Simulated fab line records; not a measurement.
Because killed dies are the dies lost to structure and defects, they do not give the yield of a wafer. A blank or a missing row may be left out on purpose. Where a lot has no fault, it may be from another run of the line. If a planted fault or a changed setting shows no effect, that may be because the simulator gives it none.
fab line records	flow sky130
record: lots: 14	wafers: 42	last-day: 50
route steps=708 shown LDD_P@261 LDD_HVN@276 PAD_OPEN@708
lots that met no fault: from a run of the same line without faults
start-h: hours from the record's opening day to when the first of the lot's shown wafers began	wait-h: time in hours since the lot's previous step	" as in the row above	L1.1+2: several wafers, shown together as one row	- either no value or no given start	* or withheld: withheld	< > ~ a bound
route shown NAME@n: NAME is a module with steps in the file, n the number in the route of the first one	usual: the fault-free wafers' mean and standard deviation	same: alike in all rows	chamber/n: place in a boat	sites: per-site readings	_std_site: how widely they spread, as a standard deviation	_edge_site: inner sites' mean taken away from outer sites' mean	radius-mm: for every site, how far away it sits from the centre of the wafer	mask NAME#n: copy n	behind: the tool/chamber that last shaped the wafer	hold: what put the lot on hold/how long, in hours/how the hold closed	device: transistor that didn't switch, given as n, p or np	end of line: the tests these same wafers got at the end of their route	for a step that has no rows: nothing shown but its recipe	killed: the dies lost at the first sort to structure and to defects; this is not the yield of the wafer	map: shows each die of a wafer: x if killed, . if not, _ if none is there
set.NAME: the setting as run; set.NAME@STEP: as run at that earlier step	model.NAME: the simulator's own value behind a step, which no gauge read
route steps across a sampled set of lots; one table per step, one row per wafer
services: a tool's chamber out of use, with start hour (start-h, from the record's first day; less than 0 if before it), hours out, and reason
== steps ==
step: SKY_LDD_P_DEVELOP_06
recipe: resist: NOVOLAK	developer: TMAH	develop-time-s: 60	dev-temp-c: 23
usual: developer-temp-C: 23.00/0.11
lot.wafer	tool	chamber	start-h	wait-h	developer-temp-C
L798.1	litho-track-01	0	468.11	0.1	23.08
L798.2	"	0	"	"	23.06
L798.5	"	0	"	"	23.16
L797.1	litho-track-03	0	472.78	0.1	23.11
L797.2	"	0	"	"	23.02
L797.4	"	0	"	"	22.83
L799.2	litho-track-02	0	480.43	0.1	22.85
L799.4	"	0	"	"	22.98
L799.5	"	0	"	"	22.97
L800.1	litho-track-01	0	481.31	0.1	22.95
L800.2	"	0	"	"	23.23
L800.5	"	0	"	"	23.08
L803.3	litho-track-01	0	505.11	0.1	22.28
L803.4	"	0	"	"	22.40
L803.6	"	0	"	"	22.49
L805.1	litho-track-01	0	522.01	0.1	22.11
L805.2	"	0	"	"	22.19
L805.6	"	0	"	"	22.09
L814.1	litho-track-02	0	595.86	0.1	22.97
L814.2	"	0	"	"	23.07
L814.5	"	0	"	"	23.02
L812.3	litho-track-02	0	598.56	0.1	23.23
L812.4	"	0	"	"	23.05
L812.6	"	0	"	"	23.09
L813.1	litho-track-01	0	598.96	0.1	22.79
L813.2	"	0	"	"	22.90
L813.5	"	0	"	"	22.99
L815.1	litho-track-03	0	603.68	0.1	23.04
L815.3	"	0	"	"	23.06
L815.4	"	0	"	"	22.98
L816.1	litho-track-02	0	612.66	0.1	22.95
L816.5	"	0	"	"	22.92
L816.6	"	0	"	"	22.88
L817.2	litho-track-01	0	612.83	0.1	23.09
L817.4	"	0	"	"	23.16
L817.6	"	0	"	"	22.92
L818.2	litho-track-02	0	621.68	0.1	22.76
L818.3	"	0	"	"	22.96
L818.5	"	0	"	"	22.80
L819.1	litho-track-03	0	623.18	0.1	23.08
L819.3	"	0	"	"	23.14
L819.6	"	0	"	"	22.92
step: SKY_LDD_P_CD_MEAS_07
recipe: target-cd-nm: 380
usual: cd-nm: 379.9/2.7
lot.wafer	tool	chamber	start-h	wait-h	cd-nm
L798.1	cd-sem-01	-	468.26	0.1	375.6
L798.2	"	-	"	"	372.9
L798.5	"	-	"	"	375.2
L797.1	cd-sem-02	-	472.97	0.2	379.5
L797.2	"	-	"	"	377.9
L797.4	"	-	"	"	378.6
L799.2	cd-sem-02	-	480.58	0.1	380.4
L799.4	"	-	"	"	380.6
L799.5	"	-	"	"	378.6
L800.1	cd-sem-02	-	481.46	0.1	381.7
L800.2	"	-	"	"	381.6
L800.5	"	-	"	"	380.7
L803.3	cd-sem-01	-	505.25	0.1	382.2
L803.4	"	-	"	"	379.9
L803.6	"	-	"	"	382.0
L805.1	cd-sem-02	-	522.16	0.1	381.0
L805.2	"	-	"	"	381.1
L805.6	"	-	"	"	381.5
L814.1	cd-sem-02	-	596.01	0.1	377.9
L814.2	"	-	"	"	378.9
L814.5	"	-	"	"	378.1
L812.3	cd-sem-02	-	598.70	0.1	376.8
L812.4	"	-	"	"	378.3
L812.6	"	-	"	"	377.6
L813.1	cd-sem-01	-	599.11	0.1	379.8
L813.2	"	-	"	"	380.9
L813.5	"	-	"	"	379.5
L815.1	cd-sem-01	-	603.99	0.3	377.6
L815.3	"	-	"	"	377.6
L815.4	"	-	"	"	378.9
L816.1	cd-sem-01	-	612.81	0.1	385.1
L816.5	"	-	"	"	384.4
L816.6	"	-	"	"	387.5
L817.2	cd-sem-02	-	612.98	0.1	380.8
L817.4	"	-	"	"	383.6
L817.6	"	-	"	"	382.0
L818.2	cd-sem-02	-	621.83	0.1	376.4
L818.3	"	-	"	"	375.0
L818.5	"	-	"	"	374.7
L819.1	cd-sem-02	-	623.33	0.1	376.3
L819.3	"	-	"	"	376.8
L819.6	"	-	"	"	376.8
step: SKY_LDD_P_OVL_MEAS_08
usual: LDD_P_OVL: -2.2/1.5
lot.wafer	tool	chamber	start-h	wait-h	LDD_P_OVL[nm]
L798.1	overlay-01	-	468.38	0.1	-5.5
L798.2	"	-	"	"	-3.6
L798.5	"	-	"	"	-1.5
L797.1	overlay-02	-	473.09	0.1	-3.6
L797.2	"	-	"	"	-4.2
L797.4	"	-	"	"	-3.4
L799.2	overlay-01	-	480.68	0.1	-2.1
L799.4	"	-	"	"	-2.7
L799.5	"	-	"	"	-1.6
L800.1	overlay-02	-	481.58	0.1	-1.1
L800.2	"	-	"	"	-1.1
L800.5	"	-	"	"	0.7
L803.3	overlay-01	-	505.34	0.1	-1.5
L803.4	"	-	"	"	-3.4
L803.6	"	-	"	"	-2.5
L805.1	overlay-01	-	522.28	0.1	-2.1
L805.2	"	-	"	"	-2.1
L805.6	"	-	"	"	-2.3
L814.1	overlay-01	-	596.13	0.1	-1.0
L814.2	"	-	"	"	-3.1
L814.5	"	-	"	"	0.1
L812.3	overlay-01	-	598.79	0.1	-3.4
L812.4	"	-	"	"	-2.1
L812.6	"	-	"	"	-0.7
L813.1	overlay-01	-	599.23	0.1	-2.9
L813.2	"	-	"	"	-2.2
L813.5	"	-	"	"	-1.3
L815.1	overlay-01	-	604.11	0.1	1.0
L815.3	"	-	"	"	0.3
L815.4	"	-	"	"	-1.3
L816.1	overlay-02	-	612.93	0.1	-1.3
L816.5	"	-	"	"	-1.3
L816.6	"	-	"	"	-2.5
L817.2	overlay-01	-	613.09	0.1	-0.9
L817.4	"	-	"	"	-0.2
L817.6	"	-	"	"	-2.3
L818.2	overlay-02	-	621.93	0.1	-2.4
L818.3	"	-	"	"	-3.0
L818.5	"	-	"	"	-2.5
L819.1	overlay-02	-	623.45	0.1	-1.1
L819.3	"	-	"	"	-4.0
L819.6	"	-	"	"	-4.2
step: SKY_LDD_HVN_STRIP_09
recipe: chemistry: O2/N2	power-w: 1400	pressure-mtorr: 1500	platen-temp-c: withheld	o2-flow-sccm: 3000	n2-flow-sccm: 300	overash-fraction: 0.5
usual: drypump-motor-current-A: 5.79/0.3	oes-product-au: 0.408/0.0042	strip-time-to-endpoint-s: 4.133/0.017
lot.wafer	tool	chamber	start-h	wait-h	drypump-motor-current-A	oes-product-au	rf-hours-counter-h	strip-time-to-endpoint-s
L798.1	plasma-asher-02	0	499.65	0.1	5.74	0.406	79	4.121
L798.2	"	1	"	"	6.10	0.407	79	4.130
L798.5	"	0	"	"	5.75	0.411	-	4.115
L797.1	plasma-asher-01	0	504.50	0.1	6.15	0.404	71	4.154
L797.2	"	1	"	"	5.60	0.415	71	4.130
L797.4	"	1	"	"	5.60	0.407	-	4.135
L799.2	plasma-asher-01	1	511.80	0.1	5.65	0.402	72	4.144
L799.4	"	1	"	"	5.65	0.405	-	4.154
L799.5	"	1	"	"	5.62	0.405	-	4.151
L800.1	plasma-asher-03	1	512.76	0.1	5.43	0.407	35	4.135
L800.2	"	0	"	"	5.32	0.403	35	4.137
L800.5	"	0	"	"	5.32	0.411	-	4.120
L803.3	plasma-asher-01	0	536.03	0.1	6.15	0.402	-	4.125
L803.4	"	1	"	"	5.60	0.411	-	4.159
L803.6	"	0	"	"	6.16	0.405	-	4.138
L805.1	plasma-asher-03	1	552.33	0.1	5.43	0.408	39	4.104
L805.2	"	0	"	"	5.28	0.412	39	4.095
L805.6	"	0	"	"	5.30	0.413	-	4.088
L814.1	plasma-asher-01	0	624.85	0.1	6.15	0.405	83	4.158
L814.2	"	1	"	"	5.66	0.403	83	4.125
L814.5	"	1	"	"	5.61	0.412	-	4.143
L812.3	plasma-asher-03	0	626.94	0.1	5.31	0.405	-	4.126
L812.4	"	1	"	"	5.43	0.408	-	4.116
L812.6	"	1	"	"	5.44	0.414	-	4.108
L813.1	plasma-asher-02	1	627.68	0.1	6.09	0.412	91	4.151
L813.2	"	0	"	"	5.75	0.405	91	4.143
L813.5	"	1	"	"	6.06	0.414	-	4.139
L815.1	plasma-asher-02	1	633.13	0.1	6.08	0.409	92	4.130
L815.3	"	1	"	"	6.12	0.409	-	4.137
L815.4	"	0	"	"	5.76	0.413	-	4.107
L816.1	plasma-asher-01	1	641.40	0.1	5.59	0.408	85	4.139
L816.5	"	0	"	"	6.16	0.404	-	4.138
L816.6	"	1	"	"	5.63	0.404	-	4.137
L817.2	plasma-asher-02	1	641.70	0.1	6.07	0.413	93	4.138
L817.4	"	0	"	"	5.76	0.405	-	4.160
L817.6	"	1	"	"	6.05	0.407	-	4.122
L818.2	plasma-asher-01	1	650.56	0.1	5.64	0.407	86	4.141
L818.3	"	1	"	"	5.61	0.403	-	4.161
L818.5	"	1	"	"	5.64	0.413	-	4.117
L819.1	plasma-asher-03	1	652.28	0.1	5.42	0.418	50	4.135
L819.3	"	1	"	"	5.42	0.406	-	4.138
L819.6	"	0	"	"	5.27	0.408	-	4.155
step: SKY_PAD_OPEN_PROBE_99
usual: killed_at_M0_to_M3: 43/7.1	killed_at_M4_up: 3.0/1.6	killed-at-contacts: 24/5.3	killed-at-front-end: 16/4.1	killed-at-other: 0.5/0.82	killed-dies: 86/9.4	killed-open: 46/6.9	killed-short: 39/6.5
same: gross-dies: 492	killed-at-back-side: 0
lot.wafer	tool	chamber	start-h	wait-h	killed_at_M0_to_M3	killed_at_M4_up	killed-at-contacts	killed-at-front-end	killed-at-other	killed-dies	killed-open	killed-short
L798.1	prober-01	-	1097.55	0.1	38	1	23	12	1	75	41	34
L798.2	prober-01	-	1097.60	0.1	49	1	27	17	0	94	37	57
L798.5	prober-01	-	1097.75	0.2	34	3	24	17	0	78	45	33
L797.1	prober-02	-	1100.82	0.1	40	3	32	11	0	86	47	39
L797.2	prober-02	-	1100.87	0.1	37	5	19	21	1	83	35	48
L797.4	prober-02	-	1100.97	0.2	28	4	17	16	0	65	34	31
L799.2	prober-01	-	1106.57	0.1	41	4	31	18	0	94	55	39
L799.4	prober-01	-	1106.67	0.2	36	2	23	14	0	75	40	35
L799.5	prober-01	-	1106.72	0.2	37	3	28	15	0	83	42	41
L800.1	prober-02	-	1108.43	0.1	41	6	26	20	2	95	54	39
L800.2	prober-02	-	1108.48	0.1	46	2	27	13	3	91	34	54
L800.5	prober-02	-	1108.63	0.2	32	3	22	9	1	67	37	29
L803.3	prober-01	-	1118.88	0.2	43	4	21	22	1	91	50	41
L803.4	prober-01	-	1118.93	0.2	42	3	27	13	0	85	53	32
L803.6	prober-01	-	1119.03	0.2	40	5	22	10	3	80	38	42
L805.1	prober-01	-	1132.38	0.1	35	3	22	15	0	75	41	34
L805.2	prober-01	-	1132.43	0.1	57	2	19	15	0	93	50	43
L805.6	prober-01	-	1132.63	0.2	55	1	16	7	0	79	48	31
L814.1	prober-02	-	1178.17	0.1	54	3	30	12	0	99	59	40
L814.2	prober-02	-	1178.22	0.1	37	7	29	11	0	84	51	32
L814.5	prober-02	-	1178.37	0.2	40	2	33	10	1	86	46	39
L812.3	prober-01	-	1180.82	0.2	44	6	24	13	1	88	47	40
L812.4	prober-01	-	1180.87	0.2	52	3	22	9	0	86	44	40
L812.6	prober-01	-	1180.97	0.2	50	1	22	16	0	89	48	41
L813.1	prober-02	-	1181.52	0.1	45	2	16	17	0	80	38	42
L813.2	prober-02	-	1181.57	0.1	57	3	35	15	0	110	57	53
L813.5	prober-02	-	1181.72	0.2	44	5	24	18	0	91	43	48
L815.1	prober-01	-	1183.32	0.1	40	6	31	19	1	97	45	52
L815.3	prober-01	-	1183.42	0.2	47	6	31	15	0	99	57	41
L815.4	prober-01	-	1183.47	0.2	38	4	18	16	4	80	39	41
L817.2	prober-02	-	1189.97	0.1	33	1	22	15	1	72	38	34
L817.4	prober-02	-	1190.07	0.2	54	1	21	18	0	94	48	46
L817.6	prober-02	-	1190.17	0.2	31	3	18	22	0	74	35	39
L816.1	prober-01	-	1190.53	0.1	34	2	21	20	0	77	38	38
L816.5	prober-01	-	1190.73	0.2	31	4	31	10	1	77	47	30
L816.6	prober-01	-	1190.78	0.2	38	2	30	14	0	84	50	33
L818.2	prober-02	-	1193.86	0.1	50	3	30	13	0	96	51	45
L818.3	prober-02	-	1193.91	0.2	42	3	27	20	0	92	49	43
L818.5	prober-02	-	1194.01	0.2	34	2	23	15	1	75	43	32
L819.1	prober-01	-	1196.14	0.1	38	6	22	18	1	85	42	40
L819.3	prober-01	-	1196.24	0.2	40	2	14	14	0	70	42	28
L819.6	prober-01	-	1196.39	0.2	42	7	24	13	0	86	50	35
killed by level:class
L798.1 CONTACT:geometric-particle:open=13 VIA1:geometric-particle:open=10 METAL2:geometric-particle:short=6 POLY_GATE:geometric-particle:short=5 METAL3:geometric-particle:short=5 CONTACT:geometric-particle:short=4 VIA3:geometric-particle:short=4 POLY_GATE:geometric-particle:open=3
L798.2 CONTACT:geometric-particle:open=10 CONTACT:geometric-particle:short=9 METAL2:geometric-particle:short=9 METAL1:geometric-particle:short=7 FIELD_ISO:geometric-particle:short=6 VIA1:geometric-particle:open=6 VIA2:geometric-particle:short=6 POLY_GATE:geometric-particle:open=5
L798.5 CONTACT:geometric-particle:open=10 VIA1:geometric-particle:open=9 POLY_GATE:geometric-particle:open=6 LI_CONTACT:geometric-particle:open=6 VIA3:geometric-particle:open=6 CONTACT:geometric-particle:short=5 VIA1:geometric-particle:short=5 METAL2:geometric-particle:short=4
L797.1 CONTACT:geometric-particle:open=10 VIA1:geometric-particle:open=10 VIA3:geometric-particle:open=10 CONTACT:geometric-particle:short=7 LI_CONTACT:geometric-particle:short=6 FIELD_ISO:geometric-particle:open=4 LI_CONTACT:geometric-particle:open=4 LOCAL_INTERCONNECT:geometric-particle:short=4
L797.2 METAL2:geometric-particle:short=8 VIA1:geometric-particle:open=7 CONTACT:geometric-particle:short=6 LI_CONTACT:geometric-particle:open=5 FIELD_ISO:geometric-particle:short=4 FIELD_ISO:geometric-particle:open=4 POLY_GATE:geometric-particle:open=4 POLY_GATE:geometric-particle:short=4
L797.4 LI_CONTACT:geometric-particle:open=6 POLY_GATE:geometric-particle:open=5 CONTACT:geometric-particle:open=5 VIA1:geometric-particle:short=5 FIELD_ISO:geometric-particle:short=4 FIELD_ISO:geometric-particle:open=4 VIA1:geometric-particle:open=4 VIA2:geometric-particle:short=4
L799.2 CONTACT:geometric-particle:open=12 LI_CONTACT:geometric-particle:open=9 VIA1:geometric-particle:open=8 VIA3:geometric-particle:open=8 VIA2:geometric-particle:open=6 VIA1:geometric-particle:short=5 POLY_GATE:geometric-particle:open=4 POLY_GATE:geometric-particle:short=4
L799.4 VIA3:geometric-particle:open=8 CONTACT:geometric-particle:open=7 VIA1:geometric-particle:open=7 CONTACT:geometric-particle:short=6 FIELD_ISO:geometric-particle:open=5 LI_CONTACT:geometric-particle:open=5 METAL1:geometric-particle:short=5 LOCAL_INTERCONNECT:geometric-particle:short=4
L799.5 CONTACT:geometric-particle:short=8 VIA1:geometric-particle:open=8 CONTACT:geometric-particle:open=7 FIELD_ISO:geometric-particle:open=6 METAL1:geometric-particle:short=6 LI_CONTACT:geometric-particle:open=5 METAL2:geometric-particle:short=5 FIELD_ISO:geometric-particle:short=4
L800.1 CONTACT:geometric-particle:open=15 POLY_GATE:geometric-particle:short=10 LI_CONTACT:geometric-particle:open=7 VIA2:geometric-particle:open=7 METAL2:geometric-particle:short=6 METAL1:geometric-particle:short=6 VIA1:geometric-particle:open=6 VIA3:geometric-particle:open=6
L800.2 LOCAL_INTERCONNECT:geometric-particle:short=8 CONTACT:geometric-particle:short=8 METAL1:geometric-particle:short=7 METAL2:geometric-particle:short=6 FIELD_ISO:geometric-particle:open=5 VIA1:geometric-particle:short=5 CONTACT:geometric-particle:open=5 VIA1:geometric-particle:open=5
L800.5 CONTACT:geometric-particle:open=13 VIA2:geometric-particle:open=6 VIA1:geometric-particle:short=5 VIA1:geometric-particle:open=5 LI_CONTACT:geometric-particle:open=4 METAL2:geometric-particle:short=4 LOCAL_INTERCONNECT:geometric-particle:short=3 METAL1:geometric-particle:short=3
L803.3 VIA1:geometric-particle:open=12 VIA3:geometric-particle:open=9 CONTACT:geometric-particle:open=8 LI_CONTACT:geometric-particle:open=6 METAL1:geometric-particle:short=6 FIELD_ISO:geometric-particle:open=5 POLY_GATE:geometric-particle:short=4 SPACER:geometric-particle:short=4
L803.4 LI_CONTACT:geometric-particle:open=9 CONTACT:geometric-particle:open=9 VIA3:geometric-particle:open=9 VIA1:geometric-particle:open=7 METAL1:geometric-particle:open=5 VIA2:geometric-particle:open=5 POLY_GATE:geometric-particle:open=4 METAL1:geometric-particle:short=4
L803.6 VIA2:geometric-particle:open=7 LI_CONTACT:geometric-particle:open=6 VIA1:geometric-particle:open=6 METAL3:geometric-particle:short=6 VIA3:geometric-particle:open=6 CONTACT:geometric-particle:short=5 LOCAL_INTERCONNECT:geometric-particle:short=4 METAL1:geometric-particle:short=4
L805.1 VIA1:geometric-particle:open=9 CONTACT:geometric-particle:open=8 VIA2:geometric-particle:open=8 LOCAL_INTERCONNECT:geometric-particle:short=5 VIA3:geometric-particle:open=5 METAL2:geometric-particle:short=5 FIELD_ISO:geometric-particle:open=4 POLY_GATE:geometric-particle:open=4
L805.2 VIA1:geometric-particle:open=14 VIA2:geometric-particle:open=12 METAL2:geometric-particle:short=10 CONTACT:geometric-particle:open=8 VIA1:geometric-particle:short=7 METAL1:geometric-particle:short=6 CONTACT:geometric-particle:short=5 FIELD_ISO:geometric-particle:open=4
L805.6 VIA1:geometric-particle:open=14 VIA2:geometric-particle:open=12 METAL2:geometric-particle:short=7 VIA1:geometric-particle:short=5 VIA3:geometric-particle:open=5 FIELD_ISO:geometric-particle:open=4 CONTACT:geometric-particle:open=4 METAL3:geometric-particle:short=4
L814.1 CONTACT:geometric-particle:open=15 VIA1:geometric-particle:open=13 METAL2:geometric-particle:short=9 LI_CONTACT:geometric-particle:open=7 VIA2:geometric-particle:open=7 VIA3:geometric-particle:open=6 METAL3:geometric-particle:short=4 FIELD_ISO:geometric-particle:short=3
L814.2 VIA1:geometric-particle:open=11 CONTACT:geometric-particle:open=9 VIA2:geometric-particle:open=8 LI_CONTACT:geometric-particle:open=6 LOCAL_INTERCONNECT:geometric-particle:short=5 CONTACT:geometric-particle:short=5 METAL2:geometric-particle:short=4 VIA3:geometric-particle:open=4
L814.5 CONTACT:geometric-particle:open=15 VIA1:geometric-particle:open=11 LI_CONTACT:geometric-particle:open=8 METAL1:geometric-particle:short=7 METAL2:geometric-particle:short=5 VIA2:geometric-particle:open=5 POLY_GATE:geometric-particle:short=4 CONTACT:geometric-particle:short=4
L812.3 CONTACT:geometric-particle:open=11 VIA1:geometric-particle:open=10 LI_CONTACT:geometric-particle:open=7 METAL2:geometric-particle:short=6 POLY_GATE:geometric-particle:short=5 VIA3:geometric-particle:open=5 FIELD_ISO:geometric-particle:short=4 METAL1:geometric-particle:short=4
L812.4 VIA1:geometric-particle:open=11 LI_CONTACT:geometric-particle:open=7 VIA2:geometric-particle:short=7 VIA2:geometric-particle:open=7 METAL1:geometric-particle:short=6 METAL2:geometric-particle:short=6 CONTACT:geometric-particle:open=5 LOCAL_INTERCONNECT:geometric-particle:short=3
L812.6 VIA1:geometric-particle:open=11 VIA3:geometric-particle:open=9 METAL1:geometric-particle:short=8 CONTACT:geometric-particle:open=7 FIELD_ISO:geometric-particle:short=6 LI_CONTACT:geometric-particle:open=6 CONTACT:geometric-particle:short=4 VIA1:geometric-particle:short=4
L813.1 VIA1:geometric-particle:short=8 VIA1:geometric-particle:open=7 METAL2:geometric-particle:short=6 VIA2:geometric-particle:open=6 CONTACT:geometric-particle:open=5 METAL1:geometric-particle:short=5 LI_CONTACT:geometric-particle:open=4 VIA3:geometric-particle:open=4
L813.2 CONTACT:geometric-particle:open=15 VIA1:geometric-particle:open=11 VIA3:geometric-particle:open=10 LI_CONTACT:geometric-particle:open=9 VIA1:geometric-particle:short=9 METAL1:geometric-particle:short=7 FIELD_ISO:geometric-particle:short=6 CONTACT:geometric-particle:short=5
L813.5 VIA1:geometric-particle:open=11 METAL2:geometric-particle:short=10 CONTACT:geometric-particle:short=7 CONTACT:geometric-particle:open=6 POLY_GATE:geometric-particle:open=5 POLY_GATE:geometric-particle:short=5 LI_CONTACT:geometric-particle:open=5 LOCAL_INTERCONNECT:geometric-particle:short=4
L815.1 LI_CONTACT:geometric-particle:open=11 CONTACT:geometric-particle:short=7 VIA1:geometric-particle:open=7 METAL2:geometric-particle:short=7 VIA1:geometric-particle:short=6 VIA2:geometric-particle:open=6 POLY_GATE:geometric-particle:short=5 LI_CONTACT:geometric-particle:short=5
L815.3 LI_CONTACT:geometric-particle:open=11 CONTACT:geometric-particle:open=11 VIA1:geometric-particle:open=10 METAL1:geometric-particle:short=9 POLY_GATE:geometric-particle:short=6 METAL2:geometric-particle:short=6 VIA2:geometric-particle:open=6 VIA1:geometric-particle:short=4
L815.4 CONTACT:geometric-particle:open=13 VIA1:geometric-particle:open=10 FIELD_ISO:geometric-particle:short=6 VIA2:geometric-particle:short=5 VIA2:geometric-particle:open=5 METAL2:geometric-particle:short=4 POLY_GATE:geometric-particle:short=4 METAL1:geometric-particle:short=4
L817.2 VIA1:geometric-particle:open=9 METAL1:geometric-particle:short=8 LI_CONTACT:geometric-particle:open=7 LOCAL_INTERCONNECT:geometric-particle:short=6 VIA2:geometric-particle:open=5 POLY_GATE:geometric-particle:open=4 CONTACT:geometric-particle:open=4 FIELD_ISO:geometric-particle:open=3
L817.4 VIA1:geometric-particle:open=12 VIA1:geometric-particle:short=9 VIA3:geometric-particle:open=6 CONTACT:geometric-particle:short=6 METAL1:geometric-particle:short=6 FIELD_ISO:geometric-particle:short=5 CONTACT:geometric-particle:open=5 VIA2:geometric-particle:open=5
L817.6 CONTACT:geometric-particle:open=10 FIELD_ISO:geometric-particle:short=7 METAL2:geometric-particle:short=7 FIELD_ISO:geometric-particle:open=6 METAL3:geometric-particle:short=5 POLY_GATE:geometric-particle:open=4 METAL1:geometric-particle:short=4 VIA1:geometric-particle:open=4
L816.1 LI_CONTACT:geometric-particle:open=7 VIA2:geometric-particle:open=7 POLY_GATE:geometric-particle:short=6 POLY_GATE:geometric-particle:open=6 CONTACT:geometric-particle:open=6 VIA1:geometric-particle:open=6 CONTACT:geometric-particle:short=5 METAL1:geometric-particle:short=4
L816.5 CONTACT:geometric-particle:open=14 VIA1:geometric-particle:open=9 CONTACT:geometric-particle:short=7 FIELD_ISO:geometric-particle:short=5 VIA2:geometric-particle:open=5 LOCAL_INTERCONNECT:geometric-particle:short=4 VIA3:geometric-particle:open=4 LI_CONTACT:geometric-particle:short=3
L816.6 VIA1:geometric-particle:open=13 LI_CONTACT:geometric-particle:open=10 CONTACT:geometric-particle:open=9 CONTACT:geometric-particle:short=5 METAL2:geometric-particle:short=5 METAL1:geometric-particle:short=4 VIA1:geometric-particle:short=4 VIA2:geometric-particle:open=4
L818.2 CONTACT:geometric-particle:open=13 VIA1:geometric-particle:open=9 VIA2:geometric-particle:open=9 CONTACT:geometric-particle:short=7 VIA1:geometric-particle:short=6 VIA3:geometric-particle:short=6 VIA3:geometric-particle:open=6 LI_CONTACT:geometric-particle:open=5
L818.3 CONTACT:geometric-particle:open=13 FIELD_ISO:geometric-particle:open=8 VIA1:geometric-particle:open=8 VIA2:geometric-particle:short=7 VIA3:geometric-particle:open=7 METAL2:geometric-particle:short=6 FIELD_ISO:geometric-particle:short=5 LOCAL_INTERCONNECT:geometric-particle:short=5
L818.5 CONTACT:geometric-particle:open=8 VIA3:geometric-particle:open=7 CONTACT:geometric-particle:short=6 LI_CONTACT:geometric-particle:open=5 VIA2:geometric-particle:open=5 METAL1:geometric-particle:short=5 VIA1:geometric-particle:open=4 METAL2:geometric-particle:short=4
L819.1 VIA1:geometric-particle:open=15 VIA3:geometric-particle:open=9 METAL4:geometric-particle:short=6 LOCAL_INTERCONNECT:geometric-particle:short=5 FIELD_ISO:geometric-particle:short=4 FIELD_ISO:geometric-particle:open=4 POLY_GATE:geometric-particle:open=4 LI_CONTACT:geometric-particle:open=4
L819.3 VIA1:geometric-particle:open=11 CONTACT:geometric-particle:open=8 METAL2:geometric-particle:short=7 FIELD_ISO:geometric-particle:open=6 VIA3:geometric-particle:open=6 METAL1:geometric-particle:short=6 LI_CONTACT:geometric-particle:open=5 FIELD_ISO:geometric-particle:short=4
L819.6 VIA1:geometric-particle:open=12 CONTACT:geometric-particle:open=9 LI_CONTACT:geometric-particle:open=7 VIA3:geometric-particle:open=7 FIELD_ISO:geometric-particle:open=6 VIA1:geometric-particle:short=6 METAL4:geometric-particle:short=6 VIA2:geometric-particle:open=5
== services ==
tool	chamber	start-h	hours	kind
plasma-asher-03	-	503.19	2.9	repair
plasma-asher-01	-	581.99	2.8	pm
== key ==
first-sign: step: SKY_LDD_P_DEVELOP_06	reading: developer-temp-C	direction: down	sigmas: 6.8	usual: *	struck: *
effect none on later readings
met-at SKY_LDD_P_DEVELOP_06
struck-lots L803,L805
tester-left-out L803,L805
loop-trim: step: SKY_LDD_P_EXPOSE_04	setting: dose	lots: L805
not-acting-at SKY_LDD_P_CD_MEAS_07,SKY_LDD_P_OVL_MEAS_08,SKY_LDD_HVN_STRIP_09
onset-between 481.31 505.11
fault: kind: process-parameter-drift	tool: litho-track-01	chamber: -	onset-h: 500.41	steps: SKY_LDD_P_DEVELOP_06	channel: dev-temp-c	offset: *	shape: step	end-h: 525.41	acts-in: *	stated: *
tester-left-out: of these lots the tester's yield and bins aren't shown, on N5 and GAA mostly nor the transistor test; their killed dies are dies lost to structure and defects alone, not to doping, threshold or leakage, so they don't give the yield
loop-trim: a control loop set the setting to another value than it would have without faults
